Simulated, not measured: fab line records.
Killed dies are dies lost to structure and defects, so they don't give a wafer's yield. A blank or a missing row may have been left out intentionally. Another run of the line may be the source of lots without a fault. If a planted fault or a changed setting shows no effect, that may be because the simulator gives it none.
Comparing a struck lot with a sound one + flow sky130 + 15 out of 708 route steps
Sound: the wafers L983.1, L983.2, L983.6. Wafers L991.2, L991.4, L991.5 were the ones struck. At the end, the cause is stated.
For every step that has rows: the tool of each side, followed by ch and its chambers, followed by its first start. Under that, the readings that differ: sound wafers + struck wafers + difference of the means + sigmas: that difference in standard deviations of wafers without a fault.
alike: same words and numbers on both sides, and readings whose means sit less than 2 such deviations apart. not compared: any withheld reading, any reading some wafer has no value for, any bound like >300 that may hide the same value, and any number with overlapping values for which the record gives no deviation.
The two part at a step that has a row with sigmas, a row that says differs or no value, or rows on one side only. Numbers that have no deviation but don't overlap get no sigmas and don't part them. A reading missing from all wafers of one side parts the sides only when that side holds two or more wafers.

SKY_METAL5_SPUTTER_01: material TiN, target thk 20 nm, time 16.7 s.
  struck on pvdSputter-03, day 46 19:34; sound on pvdSputter-03, day 44 17:23
  alike: throttleValvePct
SKY_METAL5_SPUTTER_02: material AlCu, target thk 1150 nm, time 61.2 s.
  struck on pvdSputter-03, day 46 19:35; sound on pvdSputter-03, day 44 17:25
  alike: throttleValvePct
SKY_METAL5_SPUTTER_03: material Ti, target thk 5 nm, time 3.3 s.
  struck on pvdSputter-03, day 46 19:38; sound on pvdSputter-03, day 44 17:28
  alike: throttleValvePct
SKY_METAL5_SPUTTER_04: material TiN, target thk 70 nm, time 58.3 s.
  struck on pvdSputter-03, day 46 19:40; sound on pvdSputter-03, day 44 17:29
  alike: throttleValvePct
SKY_METAL5_RS_MEAS_05: measures by four-point-probe.
  struck on filmMetro-03, day 46 19:44; sound on filmMetro-03, day 44 17:32
| reading                 | sound                | struck               | difference | sigmas |
|-------------------------|----------------------|----------------------|------------|--------|
| METAL5_ALCU_RS (ohm/sq) | 0.0276 0.0279 0.0277 | 0.0269 0.0265 0.0268 | -0.0010    | -3     |
SKY_METAL5_THK_MEAS_06: measures by xrf.
  struck on filmMetro-03, day 46 19:50; sound on filmMetro-03, day 44 17:39
| reading              | sound          | struck         | difference | sigmas |
|----------------------|----------------|----------------|------------|--------|
| METAL5_ALCU_THK (nm) | 1113 1117 1124 | 1148 1163 1161 | +39        | +2     |
then, 6 steps without rows for these wafers: SKY_METAL5_DEHYDRATE_07 (time 60 s); SKY_METAL5_HMDS_08 (prime time 60 s); SKY_METAL5_COAT_09 (resist thk 1800 nm); SKY_METAL5_SOFTBAKE_10 (time 60 s); SKY_METAL5_EXPOSE_11 (exposes mask MM5, target cd 1600 nm); SKY_METAL5_PEB_12.
SKY_METAL5_DEVELOP_13: develop time 60 s.
  sound on lithoTrack-04 ch 0, day 45 14:44; struck on lithoTrack-03 ch 0, day 47 15:39
| reading            | sound             | struck            | difference | sigmas |
|--------------------|-------------------|-------------------|------------|--------|
| developerTempC (C) | 23.13 23.13 23.14 | 25.29 25.32 25.45 | +2.22      | +23    |
SKY_METAL5_DESCUM_14: chemistry O2, time 11 s.
  sound on rieMetal-02 ch 0,1, day 45 14:53; struck on rieMetal-02 ch 0,1, day 47 15:47
  alike: drypumpMotorCurrentA, oesProductAu
  not compared: rfHoursCounterH
SKY_PAD_OPEN_PROBE_99:
  struck on prober-02, day 49 04:30; sound on prober-02, day 47 09:38
  alike: defectLimitedYield, killed_at_M0_to_M3, killed_at_M4_up, killedAtContacts, killedAtFrontEnd, killedAtOther, killedDies, killedOnRim, killedOpen, killedShort, sort_bin_3_pad_short, sort_bin_5_function, sort_bin_6_memory, sortNPass, sortYieldPct

== WHERE THEY PART ==
Earliest at SKY_METAL5_RS_MEAS_05; latest, in this record, at SKY_METAL5_DEVELOP_13. Later steps at which nothing parts them and some readings are alike: SKY_METAL5_DESCUM_14, SKY_PAD_OPEN_PROBE_99.

WHY: the cause the simulator had injected
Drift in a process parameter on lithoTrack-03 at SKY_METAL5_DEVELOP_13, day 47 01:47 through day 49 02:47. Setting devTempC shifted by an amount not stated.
